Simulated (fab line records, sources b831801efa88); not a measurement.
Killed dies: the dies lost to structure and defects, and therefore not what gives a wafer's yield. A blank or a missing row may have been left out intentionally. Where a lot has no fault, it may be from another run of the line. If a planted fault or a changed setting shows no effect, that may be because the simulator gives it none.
Matching of chambers | flow gf180mcu | 4 sister chambers for GF_V3_CMP_04 on cmp-01
The step polishes SiO2. 4 wafers are shown with their chamber, then 7 later ones without.

WAFERS WITH THEIR CHAMBER
wafer  | chamber | motorCurrentA (A)
L353.2 | 0       | 12.9
L369.4 | 1       | 12.0
L370.2 | 3       | 11.7
L370.5 | 2       | 10.7

WAFERS WHOSE CHAMBER IS MISSING
wafer  | motorCurrentA (A)
L370.6 | 11.9
L371.1 | 11.4
L371.3 | 13.8
L371.4 | 12.6
L372.1 | 13.3
L372.3 | 11.1
L372.4 | 11.5

THE CHAMBER EACH PASSED THROUGH
wafer  | from the rows above          | in truth
L370.6 | can't be placed: 1 or 3      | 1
L371.1 | can't be placed: 3 or 1 or 2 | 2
L371.3 | 0                            | 0
L371.4 | can't be placed: 0 or 1 or 3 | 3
L372.1 | 0                            | 0
L372.3 | can't be placed: 2 or 3 or 1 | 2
L372.4 | can't be placed: 3 or 1 or 2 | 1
2 of 7 placed correctly. Not placeable from these rows: 5 (in 5, the candidates include the true chamber). 0 placed wrongly.
How it was worked out, from the rows above alone: a wafer's distance from a chamber is the root of the sum, over the readings, of the square of ((its reading less the chamber's mean) divided by the reading's scatter). The wafer belongs to the nearest chamber; if the next one is less than 2 further off, it can't be placed. For every chamber, the mean is computed from those of its wafers that are shown. The scatter: root of mean squared gap, hidden wafer to nearest shown wafer, with one shown wafer a chamber.
